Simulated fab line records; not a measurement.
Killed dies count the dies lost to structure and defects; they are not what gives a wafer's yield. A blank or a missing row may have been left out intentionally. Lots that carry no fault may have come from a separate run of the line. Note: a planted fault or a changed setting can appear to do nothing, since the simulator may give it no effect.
fab line records | flow gf180mcu | part 2 of 2: steps 32 to 40 of 40
record: lots: 5 wafers: 15 last_day: 34
route steps=602 shown M1@319 V1@335
lots with no fault: from the same line, run without faults
start_h: start of the lot's first displayed wafer, in hours after the record's first day | wait_h: hours from the lot's prior step to this one | " same as the row above | L1.1+2: several wafers, shown together as one row | - either no value or no given start | * or withheld: withheld | < > ~ a bound
route shown NAME@n: NAME is a module with steps in the file, n the number in the route of the first one | usual: average and standard deviation across the fault-free wafers | same: alike in all rows | chamber/n: place in a boat | sites: per-site readings | _std_site: standard deviation of those values | _edge_site: mean of outer sites minus mean of inner sites | radius_mm: how far each site lies from the wafer's centre | mask NAME#n: copy n | behind: tool/chamber where the wafer was last shaped | hold: what put the lot on hold/how long, in hours/how the hold closed | device: which transistor (n, p or np) failed to switch | end of line: tests of these same wafers at the route's end | a step with no rows: only its recipe | killed: dies lost to structure and defects at the first sort, not the wafer's yield | map: dies across one wafer; x = killed, . = not, _ = none there
set.NAME: the setting that was run; set.NAME@STEP: the one run at that earlier step | model.NAME: the simulator's own value behind a step, which no gauge read
certain route steps with their lots: each step a table, each wafer a row
services: a tool's chamber out of use, with start hour (start_h, from the record's first day; less than 0 if before it), hours out, and reason
== steps ==
step: GF_V1_OVL_MEAS_15
usual: V1_OVL: 0/5.3
columns lot.wafer tool chamber start_h wait_h V1_OVL[nm]
L074.1 overlay-01 - 407.55 0.1 5
L074.4 " - " " 5
L074.5 " - " " -5
L077.1 overlay-02 - 434.42 0.1 5
L077.2 " - " " -4
L077.6 " - " " -2
L087.3 overlay-02 - 529.94 0.1 1
L087.4 " - " " -1
L087.6 " - " " 7
L089.1 overlay-02 - 542.13 0.1 -7
L089.2 " - " " 3
L089.6 " - " " 1
L096.1 overlay-02 - 594.87 0.1 -6
L096.2 " - " " -3
L096.6 " - " " 1
step: GF_V1_ETCH_16
recipe: chemistry: N2/H2 target_depth_a: withheld overetch_a: withheld time_s: withheld target: BARC ion_energy_ev: 200 source_w: 500 bias_w: 100 pressure_mtorr: 30 n2_flow_sccm: 100 h2_flow_sccm: 200
usual: drypump_motor_current_A: 5.8/0.52 h2_flow_sccm: 200.0/0.57 oes_product_au: 0.855/0.005 throttle_valve_pct: 13.227/0.0082
columns lot.wafer tool chamber start_h wait_h drypump_motor_current_A h2_flow_sccm oes_product_au throttle_valve_pct
L074.1 rie_diel-01 0 407.59 0.0 5.7 199.7 0.852 13.222
L074.4 " 3 " " 6.2 200.3 0.850 13.234
L074.5 " 2 " " 5.4 198.8 0.853 13.223
L077.1 rie_diel-04 2 434.46 0.0 5.9 199.7 0.857 13.221
L077.2 " 3 " " 6.2 199.5 0.854 13.243
L077.6 " 0 " " 4.8 201.0 0.851 13.231
L087.3 rie_diel-04 2 529.96 0.0 5.9 199.7 0.856 13.244
L087.4 " 1 " " 6.0 198.7 0.854 13.223
L087.6 " 3 " " 6.3 200.1 0.850 13.221
L089.1 rie_diel-01 2 542.16 0.0 5.4 200.1 0.853 13.231
L089.2 " 0 " " 5.7 200.2 0.856 13.231
L089.6 " 2 " " 5.4 200.1 0.858 13.242
L096.1 rie_diel-04 0 594.91 0.0 4.8 200.0 0.860 13.217
L096.2 " 2 " " 5.9 200.5 0.851 13.228
L096.6 " 3 " " 6.2 199.5 0.862 13.221
step: GF_V1_ETCH_17
recipe: chemistry: C4F8/O2/Ar mask_material: KrF target: SiO2 stop_on: TiN source_w: 1500 bias_w: 1200 pressure_mtorr: 40 c4f8_flow_sccm: withheld O2_flow_sccm: 6 Ar_flow_sccm: 300 time_s: withheld target_depth_a: 6300
usual: oes_product_au: 0.856/0.0044
columns lot.wafer tool chamber start_h wait_h oes_product_au
L074.1 rie_diel-01 0 - - 0.855
L074.4 " 3 " " 0.857
L074.5 " 2 " " 0.858
L077.1 rie_diel-04 2 - - 0.857
L077.2 " 3 " " 0.862
L077.6 " 0 " " 0.851
L087.3 rie_diel-04 2 - - 0.854
L087.4 " 1 " " 0.852
L087.6 " 3 " " 0.850
L089.1 rie_diel-01 2 - - 0.851
L089.2 " 0 " " 0.853
L089.6 " 2 " " 0.850
L096.1 rie_diel-04 0 - - 0.862
L096.2 " 2 " " 0.861
L096.6 " 3 " " 0.859
step: GF_V1_STRIP_18
recipe: chemistry: O2/N2 power_w: 1400 pressure_mtorr: 1500 platen_temp_c: 250 o2_flow_sccm: 3000 n2_flow_sccm: 300 overash_fraction: 0.5
usual: drypump_motor_current_A: 5.7/0.35 heater_power_w: 330/24 oes_product_au: 0.593/0.0052
columns lot.wafer tool chamber start_h wait_h drypump_motor_current_A heater_power_w oes_product_au rf_hours_counter_h
L074.1 plasma_asher-04 0 407.72 - 6.0 340 0.588 29
L074.4 " 1 " " 5.6 323 0.594 -
L074.5 " 1 " " 5.7 330 0.603 -
L077.1 plasma_asher-04 0 434.59 - 6.0 325 0.592 32
L077.2 " 1 " " 5.7 326 0.589 32
L077.6 " 0 " " 6.0 320 0.588 -
L087.3 plasma_asher-04 1 530.12 - 5.6 333 0.588 -
L087.4 " 0 " " 6.0 330 0.593 -
L087.6 " 1 " " 5.7 329 0.587 -
L089.1 plasma_asher-04 0 542.29 - 6.0 323 0.590 42
L089.2 " 1 " " 5.7 327 0.582 42
L089.6 " 0 " " 6.0 332 0.588 -
L096.1 plasma_asher-03 1 595.04 - 5.9 340 0.590 86
L096.2 " 0 " " 5.9 364 0.597 86
L096.6 " 1 " " 5.9 340 0.599 -
step: GF_V1_STRIP_19
recipe: chemistry: post_etch_residue_remover time_s: 1200 temp_c: 72.5
columns lot.wafer tool chamber start_h wait_h
L074.1+4+5 wet_bench-03 1 407.82 0.1
L077.1+2+6 wet_bench-01 2 434.69 0.1
L087.3+4+6 wet_bench-03 1 530.19 0.0
L089.1+2+6 wet_bench-03 3 542.39 0.1
L096.1+2+6 wet_bench-01 2 595.14 0.1
step: GF_V1_CLEAN_20
recipe: chemistry: DIW dry: n2_spin
columns lot.wafer tool chamber start_h wait_h
L074.1+4+5 wet_bench-04 1 408.16 0.0
L077.1+2+6 wet_bench-04 1 435.03 0.0
L087.3+4+6 wet_bench-01 0 530.53 0.0
L089.1+2+6 wet_bench-04 0 542.73 0.0
L096.1+2+6 wet_bench-03 0 595.48 0.0
step: GF_V1_SPUTTER_21
recipe: material: Ti target_thk_nm: 15 chamber_pressure_pa: 5 power_w: 2500 substrate_temp_c: 200 time_s: 80.02
usual: throttle_valve_pct: 29.7/0.67
columns lot.wafer tool chamber start_h wait_h throttle_valve_pct
L074.1 pvd_sputter-01 - 408.25 0.0 29.8
L074.4 " - " " 28.9
L074.5 " - " " 28.9
L077.1 pvd_sputter-04 - 435.13 0.0 30.0
L077.2 " - " " 29.8
L077.6 " - " " 29.5
L087.3 pvd_sputter-04 - 530.62 0.0 30.0
L087.4 " - " " 29.9
L087.6 " - " " 30.7
L089.1 pvd_sputter-01 - 542.82 0.0 28.9
L089.2 " - " " 30.0
L089.6 " - " " 29.1
L096.1 pvd_sputter-01 - 595.57 0.0 29.6
L096.2 " - " " 28.7
L096.6 " - " " 28.9
step: GF_V1_SPUTTER_22
recipe: material: TiN target_thk_nm: 10 chamber_pressure_pa: 5 power_w: 4000 time_s: 40
usual: throttle_valve_pct: 29.7/0.66
columns lot.wafer tool chamber start_h wait_h throttle_valve_pct
L074.1 pvd_sputter-01 - 408.32 0.0 29.8
L074.4 " - " " 28.6
L074.5 " - " " 28.8
L077.1 pvd_sputter-04 - 435.19 0.0 29.6
L077.2 " - " " 29.6
L077.6 " - " " 29.6
L087.3 pvd_sputter-04 - 530.68 0.0 30.0
L087.4 " - " " 29.7
L087.6 " - " " 30.7
L089.1 pvd_sputter-01 - 542.88 0.0 28.9
L089.2 " - " " 29.7
L089.6 " - " " 28.9
L096.1 pvd_sputter-01 - 595.63 0.0 29.7
L096.2 " - " " 29.0
L096.6 " - " " 29.1
step: GF_V1_CVD_23
recipe: material: W target_thk_nm: 350 time_s: 105.05 temp_c: 400 pressure_torr: 40
usual: heater_power_w: 811/37
columns lot.wafer tool chamber start_h wait_h heater_power_w
L074.1 cvd_w-02 0 408.36 0.0 804
L074.4 " 1 " " 840
L074.5 " 1 " " 832
L077.1 cvd_w-02 1 435.23 0.0 873
L077.2 " 0 " " 793
L077.6 " 0 " " 804
L087.3 cvd_w-01 1 530.76 0.1 830
L087.4 " 0 " " 744
L087.6 " 1 " " 833
L089.1 cvd_w-01 1 542.92 0.0 830
L089.2 " 0 " " 751
L089.6 " 0 " " 766
L096.1 cvd_w-02 0 595.67 0.0 800
L096.2 " 1 " " 896
L096.6 " 0 " " 803
== services ==
columns tool chamber start_h hours kind
rie_diel-01 - 342.80 14.6 pm
krf_scanner-02 - 345.75 3.6 pm
pvd_sputter-01 - 352.42 3.3 repair
krf_scanner-02 - 362.89 0.8 pm
krf_scanner-02 - 367.92 1.3 repair
krf_scanner-02 - 395.25 1.0 pm
pvd_sputter-01 - 410.15 25.2 repair
pvd_sputter-04 - 412.21 11.4 repair
krf_scanner-02 - 417.99 1.2 repair
pvd_sputter-01 - 438.90 2.9 repair
rie_diel-04 3 443.85 8.7 repair
rie_diel-04 3 468.69 5.6 repair
krf_scanner-02 - 470.77 1.3 pm
plasma_asher-04 - 497.19 1.0 repair
rie_diel-04 1 512.03 1.4 repair
krf_scanner-02 - 512.41 0.2 repair
plasma_asher-04 - 514.39 1.4 repair
rie_diel-04 1 519.06 6.2 repair
krf_scanner-02 - 531.69 0.8 pm
pvd_sputter-04 - 538.64 5.5 repair
krf_scanner-02 - 564.25 1.0 pm
plasma_asher-04 - 568.84 0.5 repair
plasma_asher-04 - 569.80 2.8 pm
rie_diel-04 1 587.97 8.4 repair
